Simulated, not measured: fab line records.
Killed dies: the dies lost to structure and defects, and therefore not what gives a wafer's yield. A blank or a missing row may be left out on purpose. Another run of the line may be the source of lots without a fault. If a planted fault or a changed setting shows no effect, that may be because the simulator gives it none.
Matching of chambers | flow sky130 | SKY_CONTACT_CVD_00 on pecvd-03 has 3 sister chambers
The step deposits Si3N4, target thk 75 nm. 14 wafers are shown with their chamber, then 7 later ones without.

WAFERS WITH THEIR CHAMBER
wafer  | chamber | heater-power-w (W)
L490.1 | 0       | 540
L490.3 | 2       | 882
L490.5 | 2       | 869
L491.2 | 2       | 885
L491.4 | 2       | 884
L491.5 | 1       | 788
L494.1 | 2       | 798
L494.4 | 2       | 768
L494.6 | 2       | 773
L495.2 | 2       | 877
L495.4 | 2       | 857
L495.5 | 1       | 703
L497.2 | 1       | 663
L497.3 | 0       | 483

SIGNATURES, as means of the wafers listed above
reading        | chamber 0 | chamber 1 | chamber 2 | scatter within a chamber
heater-power-w | 511.50    | 718.00    | 843.67    | 51.6
Rule: for a wafer and a chamber, the distance is found by dividing, reading by reading, the gap between the wafer's reading and the chamber's mean by the reading's scatter, squaring, summing and taking the root. If the next closest chamber is less than 2 further off than the closest, the wafer can't be placed; otherwise it belongs to the closest. The scatter: take each reading less its chamber's mean, square it, sum over the shown wafers, divide by the number of wafers less the number of chambers, and take the root.

WAFERS WITH NO CHAMBER GIVEN
wafer  | heater-power-w (W)
L497.4 | 481
L499.1 | 500
L499.3 | 494
L499.6 | 518
L510.2 | 465
L510.4 | 449
L510.6 | 781

CHAMBER TAKEN BY EACH
wafer  | from the rows above     | in truth
L497.4 | 0                       | 0
L499.1 | 0                       | 0
L499.3 | 0                       | 0
L499.6 | 0                       | 0
L510.2 | 0                       | 0
L510.4 | 0                       | 0
L510.6 | can't be placed: 2 or 1 | 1
Correctly placed: 6 of 7. Cannot be placed on the basis of these rows: 1; the candidates contain the true chamber in 1. Wrongly placed: 0.
